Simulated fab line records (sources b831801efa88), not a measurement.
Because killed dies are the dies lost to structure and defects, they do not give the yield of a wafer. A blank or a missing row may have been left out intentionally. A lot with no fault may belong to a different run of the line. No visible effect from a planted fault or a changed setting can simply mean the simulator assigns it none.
What tool caused it? || flow sky130 || 12 lots, 36 wafers sampled, at 6 steps of a route of 708

## WHAT THE GAUGES SHOWED, per wafer
SKY_SONOS_ONO_CD_MEAS_13 targets a cd of 410 nm. Usual: cd-nm reads 409.5 nm (standard deviation 2.3).
{"lot": "L325", "measured": "day 13 02:39", "on": "cd-sem-01", "cd-nm (nm)": "412.2 411.6 411.3", "flag": ""}
{"lot": "L326", "measured": "day 13 15:52", "on": "cd-sem-01", "cd-nm (nm)": "407.4 408.1 405.4", "flag": ""}
{"lot": "L327", "measured": "day 13 22:17", "on": "cd-sem-02", "cd-nm (nm)": "409.1 411.2 409.7", "flag": ""}
{"lot": "L329", "measured": "day 14 10:22", "on": "cd-sem-01", "cd-nm (nm)": "406.2 406.5 405.6", "flag": ""}
{"lot": "L330", "measured": "day 14 22:16", "on": "cd-sem-02", "cd-nm (nm)": "413.5 411.6 411.8", "flag": ""}
{"lot": "L331", "measured": "day 15 03:16", "on": "cd-sem-02", "cd-nm (nm)": "409.4 408.4 409.7", "flag": ""}
{"lot": "L332", "measured": "day 15 14:34", "on": "cd-sem-01", "cd-nm (nm)": "407.1 404.6 406.8", "flag": ""}
{"lot": "L336", "measured": "day 16 23:03", "on": "cd-sem-01", "cd-nm (nm)": "412.8 411.8 411.1", "flag": ""}
{"lot": "L340", "measured": "day 18 04:37", "on": "cd-sem-02", "cd-nm (nm)": "405.1 403.9 405.3", "flag": ""}
{"lot": "L341", "measured": "day 18 14:34", "on": "cd-sem-02", "cd-nm (nm)": "408.8 409.7 409.9", "flag": ""}
{"lot": "L343", "measured": "day 19 14:37", "on": "cd-sem-02", "cd-nm (nm)": "411.7 410.5 410.7", "flag": ""}
{"lot": "L345", "measured": "day 20 11:06", "on": "cd-sem-02", "cd-nm (nm)": "411.2 409.8 408.9", "flag": ""}

SKY_SONOS_ONO_OVL_MEAS_14. Usual: SONOS_ONO_OVL 0.2 nm, standard deviation 1.1.
{"lot": "L325", "measured": "day 13 02:45", "on": "overlay-01", "SONOS_ONO_OVL (nm)": "-1.5 -0.3 -0.2", "flag": ""}
{"lot": "L326", "measured": "day 13 15:59", "on": "overlay-02", "SONOS_ONO_OVL (nm)": "0.2 1.3 1.6", "flag": ""}
{"lot": "L327", "measured": "day 13 22:23", "on": "overlay-02", "SONOS_ONO_OVL (nm)": "-0.1 -0.5 0.8", "flag": ""}
{"lot": "L329", "measured": "day 14 10:29", "on": "overlay-02", "SONOS_ONO_OVL (nm)": "1.0 0.2 -0.2", "flag": ""}
{"lot": "L330", "measured": "day 14 22:23", "on": "overlay-02", "SONOS_ONO_OVL (nm)": "0.1 2.3 2.4", "flag": ""}
{"lot": "L331", "measured": "day 15 03:23", "on": "overlay-02", "SONOS_ONO_OVL (nm)": "-0.6 -1.4 1.7", "flag": ""}
{"lot": "L332", "measured": "day 15 14:41", "on": "overlay-01", "SONOS_ONO_OVL (nm)": "-1.8 -1.9 -0.9", "flag": ""}
{"lot": "L336", "measured": "day 16 23:08", "on": "overlay-02", "SONOS_ONO_OVL (nm)": "2.1 1.1 0.2", "flag": ""}
{"lot": "L340", "measured": "day 18 04:44", "on": "overlay-01", "SONOS_ONO_OVL (nm)": "1.9 1.3 -0.3", "flag": ""}
{"lot": "L341", "measured": "day 18 14:41", "on": "overlay-02", "SONOS_ONO_OVL (nm)": "0.7 0.8 0.0", "flag": ""}
{"lot": "L343", "measured": "day 19 14:44", "on": "overlay-02", "SONOS_ONO_OVL (nm)": "-1.7 -0.6 -1.7", "flag": ""}
{"lot": "L345", "measured": "day 20 11:11", "on": "overlay-02", "SONOS_ONO_OVL (nm)": "1.1 0.5 0.8", "flag": ""}

SKY_POLY_GATE_OVL_MEAS_14. Usual: POLY_GATE_OVL 0 nm, standard deviation 4.2.
{"lot": "L325", "measured": "day 16 21:00", "on": "overlay-02", "POLY_GATE_OVL (nm)": "-4 -1 -1", "flag": ""}
{"lot": "L326", "measured": "day 17 11:02", "on": "overlay-01", "POLY_GATE_OVL (nm)": "-4 -5 -4", "flag": ""}
{"lot": "L327", "measured": "day 17 20:54", "on": "overlay-01", "POLY_GATE_OVL (nm)": "0 -1 2", "flag": ""}
{"lot": "L329", "measured": "day 18 09:26", "on": "overlay-02", "POLY_GATE_OVL (nm)": "2 -7 7", "flag": ""}
{"lot": "L330", "measured": "day 18 20:11", "on": "overlay-01", "POLY_GATE_OVL (nm)": "0 4 0", "flag": ""}
{"lot": "L331", "measured": "day 19 04:35", "on": "overlay-02", "POLY_GATE_OVL (nm)": "-7 4 -1", "flag": ""}
{"lot": "L332", "measured": "day 19 16:14", "on": "overlay-01", "POLY_GATE_OVL (nm)": "-4 -1 -4", "flag": ""}
{"lot": "L336", "measured": "day 21 03:51", "on": "overlay-01", "POLY_GATE_OVL (nm)": "-1 6 0", "flag": ""}
{"lot": "L340", "measured": "day 22 11:53", "on": "overlay-02", "POLY_GATE_OVL (nm)": "-4 0 2", "flag": ""}
{"lot": "L341", "measured": "day 22 16:11", "on": "overlay-01", "POLY_GATE_OVL (nm)": "-4 0 0", "flag": ""}
{"lot": "L343", "measured": "day 23 19:11", "on": "overlay-01", "POLY_GATE_OVL (nm)": "7 -3 -1", "flag": ""}
{"lot": "L345", "measured": "day 24 12:11", "on": "overlay-02", "POLY_GATE_OVL (nm)": "-2 -3 0", "flag": ""}

SKY_LDD_N_TW_MEAS_17. Usual: LDD_N_TW 2593, standard deviation 11.
{"lot": "L325", "measured": "day 18 07:01", "on": "film-metro-03", "LDD_N_TW": "2594 2585 2592", "flag": ""}
{"lot": "L326", "measured": "day 18 22:39", "on": "film-metro-03", "LDD_N_TW": "2576 2592 2587", "flag": ""}
{"lot": "L327", "measured": "day 19 07:28", "on": "film-metro-03", "LDD_N_TW": "2575 2580 2591", "flag": ""}
{"lot": "L329", "measured": "day 19 19:56", "on": "film-metro-03", "LDD_N_TW": "2587 2582 2586", "flag": ""}
{"lot": "L330", "measured": "day 20 06:15", "on": "film-metro-01", "LDD_N_TW": "2608 2592 2582", "flag": ""}
{"lot": "L331", "measured": "day 20 15:00", "on": "film-metro-03", "LDD_N_TW": "2605 2589 2614", "flag": ""}
{"lot": "L332", "measured": "day 21 04:33", "on": "film-metro-02", "LDD_N_TW": "2592 2591 2602", "flag": ""}
{"lot": "L336", "measured": "day 22 14:01", "on": "film-metro-03", "LDD_N_TW": "2666 2652 2665", "flag": "OFF"}
{"lot": "L340", "measured": "day 23 22:05", "on": "film-metro-02", "LDD_N_TW": "2589 2583 2598", "flag": ""}
{"lot": "L341", "measured": "day 24 00:33", "on": "film-metro-01", "LDD_N_TW": "2649 2643 2646", "flag": "OFF"}
{"lot": "L343", "measured": "day 25 03:35", "on": "film-metro-01", "LDD_N_TW": "2590 2595 2595", "flag": ""}
{"lot": "L345", "measured": "day 25 20:01", "on": "film-metro-01", "LDD_N_TW": "2585 2597 2573", "flag": ""}

## WHAT TOOL EACH LOT RAN ON (gives the tool, then ch and the chambers of the sampled wafers, and finally the start)
{"lot": "L325", "SKY_LDD_N_IMPLANT_09": "implanter-02 ch 0, day 18 05:54", "SKY_LDD_N_STRIP_16": "plasma-asher-01 ch 0,1, day 18 06:56"}
{"lot": "L326", "SKY_LDD_N_IMPLANT_09": "implanter-04 ch 0, day 18 21:30", "SKY_LDD_N_STRIP_16": "plasma-asher-01 ch 0,1, day 18 22:33"}
{"lot": "L327", "SKY_LDD_N_IMPLANT_09": "implanter-02 ch 0, day 19 06:19", "SKY_LDD_N_STRIP_16": "plasma-asher-01 ch 0, day 19 07:21"}
{"lot": "L329", "SKY_LDD_N_IMPLANT_09": "implanter-03 ch 0, day 19 18:47", "SKY_LDD_N_STRIP_16": "plasma-asher-02 ch 0,1, day 19 19:50"}
{"lot": "L330", "SKY_LDD_N_IMPLANT_09": "implanter-04 ch 0, day 20 05:06", "SKY_LDD_N_STRIP_16": "plasma-asher-02 ch 0,1, day 20 06:09"}
{"lot": "L331", "SKY_LDD_N_IMPLANT_09": "implanter-04 ch 0, day 20 13:51", "SKY_LDD_N_STRIP_16": "plasma-asher-02 ch 1, day 20 14:54"}
{"lot": "L332", "SKY_LDD_N_IMPLANT_09": "implanter-04 ch 0, day 21 03:24", "SKY_LDD_N_STRIP_16": "plasma-asher-03 ch 0,1, day 21 04:27"}
{"lot": "L336", "SKY_LDD_N_IMPLANT_09": "implanter-04 ch 0, day 22 12:54", "SKY_LDD_N_STRIP_16": "plasma-asher-03 ch 0,1, day 22 13:56"}
{"lot": "L340", "SKY_LDD_N_IMPLANT_09": "implanter-02 ch 0, day 23 20:56", "SKY_LDD_N_STRIP_16": "plasma-asher-01 ch 0,1, day 23 21:59"}
{"lot": "L341", "SKY_LDD_N_IMPLANT_09": "implanter-04 ch 0, day 23 23:24", "SKY_LDD_N_STRIP_16": "plasma-asher-03 ch 0,1, day 24 00:27"}
{"lot": "L343", "SKY_LDD_N_IMPLANT_09": "implanter-03 ch 0, day 25 02:26", "SKY_LDD_N_STRIP_16": "plasma-asher-01 ch 0,1, day 25 03:29"}
{"lot": "L345", "SKY_LDD_N_IMPLANT_09": "implanter-02 ch 0, day 25 18:54", "SKY_LDD_N_STRIP_16": "plasma-asher-01 ch 0,1, day 25 19:56"}
- SKY_LDD_N_IMPLANT_09
- SKY_LDD_N_STRIP_16: strips in O2/N2.

## WHAT THE TOOLS THEMSELVES READ (means of the sampled wafers that have a number; where no wafer has one, the mark that the record gives instead)
SKY_LDD_N_IMPLANT_09. Usual: beam-on-s 9.99 s, standard deviation 0.2; dose-ions-cm2 7.5e+13, standard deviation 9.1e+10; faraday-current-uA 423, standard deviation 8.3.
{"lot": "L325", "tool": "implanter-02", "beam-on-s (s)": 9.87, "dose-ions-cm2": 7.5e+13, "faraday-current-uA": 428, "flag": ""}
{"lot": "L326", "tool": "implanter-04", "beam-on-s (s)": 10.00, "dose-ions-cm2": 7.5e+13, "faraday-current-uA": 422, "flag": ""}
{"lot": "L327", "tool": "implanter-02", "beam-on-s (s)": 9.95, "dose-ions-cm2": 7.5e+13, "faraday-current-uA": 425, "flag": ""}
{"lot": "L329", "tool": "implanter-03", "beam-on-s (s)": 10.05, "dose-ions-cm2": 7.5e+13, "faraday-current-uA": 421, "flag": ""}
{"lot": "L330", "tool": "implanter-04", "beam-on-s (s)": 9.86, "dose-ions-cm2": 7.5e+13, "faraday-current-uA": 429, "flag": ""}
{"lot": "L331", "tool": "implanter-04", "beam-on-s (s)": 9.98, "dose-ions-cm2": 7.5e+13, "faraday-current-uA": 424, "flag": ""}
{"lot": "L332", "tool": "implanter-04", "beam-on-s (s)": 9.83, "dose-ions-cm2": 7.5e+13, "faraday-current-uA": 430, "flag": ""}
{"lot": "L336", "tool": "implanter-04", "beam-on-s (s)": 11.68, "dose-ions-cm2": 1.2e+14, "faraday-current-uA": 590, "flag": "OFF"}
{"lot": "L340", "tool": "implanter-02", "beam-on-s (s)": 9.94, "dose-ions-cm2": 7.5e+13, "faraday-current-uA": 425, "flag": ""}
{"lot": "L341", "tool": "implanter-04", "beam-on-s (s)": 11.76, "dose-ions-cm2": 1.2e+14, "faraday-current-uA": 587, "flag": "OFF"}
{"lot": "L343", "tool": "implanter-03", "beam-on-s (s)": 9.94, "dose-ions-cm2": 7.5e+13, "faraday-current-uA": 425, "flag": ""}
{"lot": "L345", "tool": "implanter-02", "beam-on-s (s)": 9.94, "dose-ions-cm2": 7.5e+13, "faraday-current-uA": 426, "flag": ""}

SKY_LDD_N_STRIP_16. Usual: drypump-motor-current-A 5.7 A, standard deviation 0.5; oes-product-au 0.406 a.u., standard deviation 0.0046; strip-time-to-endpoint-s 4.317 s, standard deviation 0.014.
{"lot": "L325", "tool": "plasma-asher-01", "drypump-motor-current-A (A)": 5.2, "oes-product-au (a.u.)": 0.403, "strip-time-to-endpoint-s (s)": 4.300, "flag": ""}
{"lot": "L326", "tool": "plasma-asher-01", "drypump-motor-current-A (A)": 5.5, "oes-product-au (a.u.)": 0.404, "strip-time-to-endpoint-s (s)": 4.332, "flag": ""}
{"lot": "L327", "tool": "plasma-asher-01", "drypump-motor-current-A (A)": 5.8, "oes-product-au (a.u.)": 0.404, "strip-time-to-endpoint-s (s)": 4.327, "flag": ""}
{"lot": "L329", "tool": "plasma-asher-02", "drypump-motor-current-A (A)": 5.6, "oes-product-au (a.u.)": 0.410, "strip-time-to-endpoint-s (s)": 4.337, "flag": ""}
{"lot": "L330", "tool": "plasma-asher-02", "drypump-motor-current-A (A)": 5.4, "oes-product-au (a.u.)": 0.404, "strip-time-to-endpoint-s (s)": 4.323, "flag": ""}
{"lot": "L331", "tool": "plasma-asher-02", "drypump-motor-current-A (A)": 5.1, "oes-product-au (a.u.)": 0.405, "strip-time-to-endpoint-s (s)": 4.303, "flag": ""}
{"lot": "L332", "tool": "plasma-asher-03", "drypump-motor-current-A (A)": 6.2, "oes-product-au (a.u.)": 0.414, "strip-time-to-endpoint-s (s)": 4.324, "flag": ""}
{"lot": "L336", "tool": "plasma-asher-03", "drypump-motor-current-A (A)": 6.2, "oes-product-au (a.u.)": 0.411, "strip-time-to-endpoint-s (s)": 4.445, "flag": "OFF"}
{"lot": "L340", "tool": "plasma-asher-01", "drypump-motor-current-A (A)": 5.5, "oes-product-au (a.u.)": 0.407, "strip-time-to-endpoint-s (s)": 4.317, "flag": ""}
{"lot": "L341", "tool": "plasma-asher-03", "drypump-motor-current-A (A)": 6.2, "oes-product-au (a.u.)": 0.403, "strip-time-to-endpoint-s (s)": 4.441, "flag": "OFF"}
{"lot": "L343", "tool": "plasma-asher-01", "drypump-motor-current-A (A)": 5.2, "oes-product-au (a.u.)": 0.410, "strip-time-to-endpoint-s (s)": 4.326, "flag": ""}
{"lot": "L345", "tool": "plasma-asher-01", "drypump-motor-current-A (A)": 5.2, "oes-product-au (a.u.)": 0.407, "strip-time-to-endpoint-s (s)": 4.307, "flag": ""}

## THE ANSWER, worked out from the rows above alone
Rule: a lot counts as off when the mean over its wafers that have a number is more than 3 standard deviations away from the usual mean. Also off: a lot with no number at a reading for which 4 or more lots have one. Any other lot the step has rows for is counted as sound. Order of review: gauges by route order, followed by the tools' own readings, for which a lot's mean as printed above is used. The first step at which some lot is off is used, and at that step the reading that is off furthest; a lot without a number counts as furthest.
Off: L336, L341, at SKY_LDD_N_TW_MEAS_17 (LDD_N_TW).
A tool fits if, at a process step before that reading, it ran every lot that is off, and no sound lot after the first of them. Not tried: the gauges at SKY_LDD_N_TW_MEAS_17; whatever is off there is also off at SKY_LDD_N_IMPLANT_09, on other tools, and gauge error can't account for it. Can't be told from this: 2 tools fit, implanter-04 at SKY_LDD_N_IMPLANT_09, plasma-asher-03 at SKY_LDD_N_STRIP_16.

## WHAT WAS PUT IN BY THE SIMULATOR
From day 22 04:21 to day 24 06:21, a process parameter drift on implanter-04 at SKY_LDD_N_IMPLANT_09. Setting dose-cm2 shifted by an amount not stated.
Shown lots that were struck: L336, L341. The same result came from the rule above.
